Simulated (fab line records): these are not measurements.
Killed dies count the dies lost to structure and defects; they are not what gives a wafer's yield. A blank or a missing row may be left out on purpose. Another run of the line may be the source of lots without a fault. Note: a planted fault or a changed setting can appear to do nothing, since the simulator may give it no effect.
Lot-split experiment    flow sky130    5 lots, 23 wafers read, on a route of 708 steps

## ON THE SPLIT
At SKY_SONOS_TUNNEL_COAT_02 (resist thk 1140 nm), the setting spinRpm was moved away from the recipe's 3000 rpm on 8 of the 23 wafers read, by -6.2% to +5.8%. The other wafers ran this setting at the recipe's value.

The split's own step is where the reading is taken.

## THE READING
NOVOLAK_of_SONOS_TUNNEL_COAT_02.thkNm (the simulator's own value, which no gauge read), in nm, at SKY_SONOS_TUNNEL_COAT_02 (resist thk 1140 nm). The file gives no usual value for it. The 15 wafers here that ran the recipe average 1141 nm, standard deviation 3.6 nm.

wafer   tool, chamber at the split  spinRpm as run, rpm  against the recipe  NOVOLAK_of_SONOS_TUNNEL_COAT_02.thkNm, nm  against lot-mates on the recipe
L074.1  lithoTrack-02, 0            2878                 -4.1%               1163                                       +22
L074.6  lithoTrack-02, 0            2878                 -4.1%               1163                                       +22
L074.2  lithoTrack-02, 0            2878                 -4.1%               1165                                       +24
L074.3  lithoTrack-02, 0            3000                 recipe              1143                                       -
L074.5  lithoTrack-02, 0            3000                 recipe              1140                                       -
L077.1  lithoTrack-02, 0            2815                 -6.2%               1176                                       +35
L077.2  lithoTrack-02, 0            2815                 -6.2%               1174                                       +33
L077.3  lithoTrack-02, 0            2815                 -6.2%               1177                                       +36
L077.4  lithoTrack-02, 0            3000                 recipe              1139                                       -
L077.5  lithoTrack-02, 0            3000                 recipe              1143                                       -
L079.2  lithoTrack-01, 0            3000                 recipe              1143                                       -
L079.4  lithoTrack-01, 0            3000                 recipe              1143                                       -
L079.3  lithoTrack-01, 0            3174                 +5.8%               1111                                       -31
L079.5  lithoTrack-01, 0            3000                 recipe              1141                                       -
L079.6  lithoTrack-01, 0            3174                 +5.8%               1114                                       -28
L080.1  lithoTrack-02, 0            3000                 recipe              1135                                       -
L080.2  lithoTrack-02, 0            3000                 recipe              1136                                       -
L080.3  lithoTrack-02, 0            3000                 recipe              1136                                       -
L080.4  lithoTrack-02, 0            3000                 recipe              1138                                       -
L080.5  lithoTrack-02, 0            3000                 recipe              1137                                       -
L082.4  lithoTrack-03, 0            3000                 recipe              1144                                       -
L082.6  lithoTrack-03, 0            3000                 recipe              1144                                       -
L082.5  lithoTrack-03, 0            3000                 recipe              1148                                       -

FIT RESULTS
A straight line over all 23 wafers: NOVOLAK_of_SONOS_TUNNEL_COAT_02.thkNm changes by -5.38 nm for each +1% of spinRpm; r = -0.98; the points scatter about the line by 3.3 nm.
The same after taking each lot's own level away (the mean of its wafers on the recipe; 23 wafers): -5.42 nm for each +1%; r = -1.00; scatter 1.5 nm.
That fit puts the effect of the largest move of spinRpm on the reading at 33 nm.
From 1136.4 to 1145.3 nm: that is the span of the lots' own levels, equal to 2.5 times the standard deviation above.
Consequently the slope shifts little with the lot-to-lot level, the two slopes agreeing.
Check: +33.5 nm against its lot-mates is what the line predicts for one of the wafers moved furthest among these (-6.2%) when that wafer is left out of the fit. It came out at +35 nm against them.

## FURTHER SPLITS ON THESE WAFERS
Before the reading, these wafers also passed through other splits. Each is held against what the fit with the lots' levels taken away leaves over:
other split on the same wafers           wafers away from the commonest value  r with NOVOLAK_of_SONOS_TUNNEL_COAT_02.thkNm (lot level and that fit taken away)
SKY_VT_ADJUST_HVTP_SOFTBAKE_03 tempC     10                                    -0.17
SKY_VT_ADJUST_LVTN_IMPLANT_08 energyKev  11                                    +0.13
SKY_VT_ADJUST_HVTR_STRIP_10 powerW       7                                     -0.12

## THE FILE'S OWN FIT
NOVOLAK_of_SONOS_TUNNEL_COAT_02.thkNm changes by -5.47 nm for each +1% of spinRpm, r = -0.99.
